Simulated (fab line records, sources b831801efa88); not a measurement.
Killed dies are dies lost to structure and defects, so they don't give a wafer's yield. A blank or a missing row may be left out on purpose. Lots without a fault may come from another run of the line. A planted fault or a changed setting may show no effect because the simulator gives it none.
Which tool did it? | flow gf180mcu | 14 lots, 42 wafers sampled, at 2 steps of a route of 602

WHAT THE GAUGES READ, wafer by wafer
GF_M1_RS_MEAS_05: measures by four-point-probe. Usual: M1_ALCU_RS 0.0699 ohm/sq, standard deviation 0.00077.
lot  | measured     | on            | M1_ALCU_RS (ohm/sq)  | flag
L798 | day 16 01:49 | film_metro-04 | 0.0707 0.0714 0.0718 |
L800 | day 16 21:43 | film_metro-04 | 0.0689 0.0683 0.0684 |
L803 | day 18 00:19 | film_metro-03 | 0.0697 0.0705 0.0703 |
L804 | day 18 16:22 | film_metro-03 | 0.0713 0.0696 0.0706 |
L806 | day 19 01:26 | film_metro-03 | 0.0714 0.0712 0.0704 |
L807 | day 19 21:59 | film_metro-03 | 0.0698 0.0691 0.0696 |
L808 | day 19 22:23 | film_metro-04 | 0.0703 0.0694 0.0686 |
L810 | day 20 14:44 | film_metro-03 | 0.0701 0.0701 0.0707 |
L812 | day 21 14:23 | film_metro-03 | 0.0695 0.0696 0.0700 |
L819 | day 23 18:11 | film_metro-04 | 0.0702 0.0691 0.0695 |
L820 | day 24 04:05 | film_metro-03 | 0.0691 0.0691 0.0686 |
L821 | day 24 08:32 | film_metro-04 | 0.0693 0.0696 0.0696 |

WHICH TOOL RAN EACH LOT (tool, then ch and the chambers of the sampled wafers, then the start)
lot  | GF_STI_EXPOSE_09
L798 | krf_scanner-01 ch 0, day 1 19:28
L800 | krf_scanner-01 ch 0, day 2 05:43
L803 | krf_scanner-02 ch 0, day 2 20:36
L804 | krf_scanner-02 ch 0, day 3 02:07
L806 | krf_scanner-02 ch 0, day 3 11:52
L807 | krf_scanner-01 ch 0, day 3 17:23
L808 | krf_scanner-01 ch 0, day 3 22:12
L810 | krf_scanner-01 ch 0, day 4 08:20
L812 | krf_scanner-02 ch 0, day 4 20:59
L813 | krf_scanner-02, day 4 23:16
L814 | krf_scanner-02, day 5 05:05
L819 | krf_scanner-02 ch 0, day 6 06:46
L820 | krf_scanner-02 ch 0, day 6 11:31
L821 | krf_scanner-02 ch 0, day 6 17:14
- GF_STI_EXPOSE_09: exposes mask COMP, target cd 220 nm.

WHAT THE TOOLS THEMSELVES READ (means of the sampled wafers that have a number; where no wafer has one, the mark that the record gives instead)
GF_STI_EXPOSE_09. Usual: exposure_dose_mJ_cm2 27.976, standard deviation 0.026; focus_offset_nm -0.1 nm, standard deviation 0.5.
lot  | tool           | exposure_dose_mJ_cm2 | focus_offset_nm (nm) | flag
L798 | krf_scanner-01 | 27.972               | -0.6                 |
L800 | krf_scanner-01 | 27.993               | 0.1                  |
L803 | krf_scanner-02 | 27.970               | 0.6                  |
L804 | krf_scanner-02 | 27.998               | 0.1                  |
L806 | krf_scanner-02 | 27.963               | 0.1                  |
L807 | krf_scanner-01 | 27.982               | -0.4                 |
L808 | krf_scanner-01 | 27.981               | -0.6                 |
L810 | krf_scanner-01 | 27.990               | 0.2                  |
L812 | krf_scanner-02 | 27.974               | -0.4                 |
L813 | krf_scanner-02 | -                    | -                    | OFF
L814 | krf_scanner-02 | -                    | -                    | OFF
L819 | krf_scanner-02 | 27.989               | -0.1                 |
L820 | krf_scanner-02 | 27.978               | 0.3                  |
L821 | krf_scanner-02 | 28.004               | -0.1                 |

THE ANSWER, worked out from the rows above alone
Rule: a lot is off if the mean of its wafers that have a number lies more than 3 standard deviations from the usual mean. A lot without any number at a reading at which 4 lots or more have one is off too. The other lots that the step has rows for count as sound. The gauges are gone through in route order, then the tools' own readings, and for those a lot's mean is taken as printed above. The first step at which some lot is off is used, and at that step the reading that is off furthest; a lot without a number counts as furthest.
Off: L813, L814, at GF_STI_EXPOSE_09 (exposure_dose_mJ_cm2). Without a number there: L813, L814.
A tool fits if, at that step or a process step before it, it ran every lot that is off, and no sound lot after the first of them. None of those tried fits.

WHAT THE SIMULATOR HAD PUT IN
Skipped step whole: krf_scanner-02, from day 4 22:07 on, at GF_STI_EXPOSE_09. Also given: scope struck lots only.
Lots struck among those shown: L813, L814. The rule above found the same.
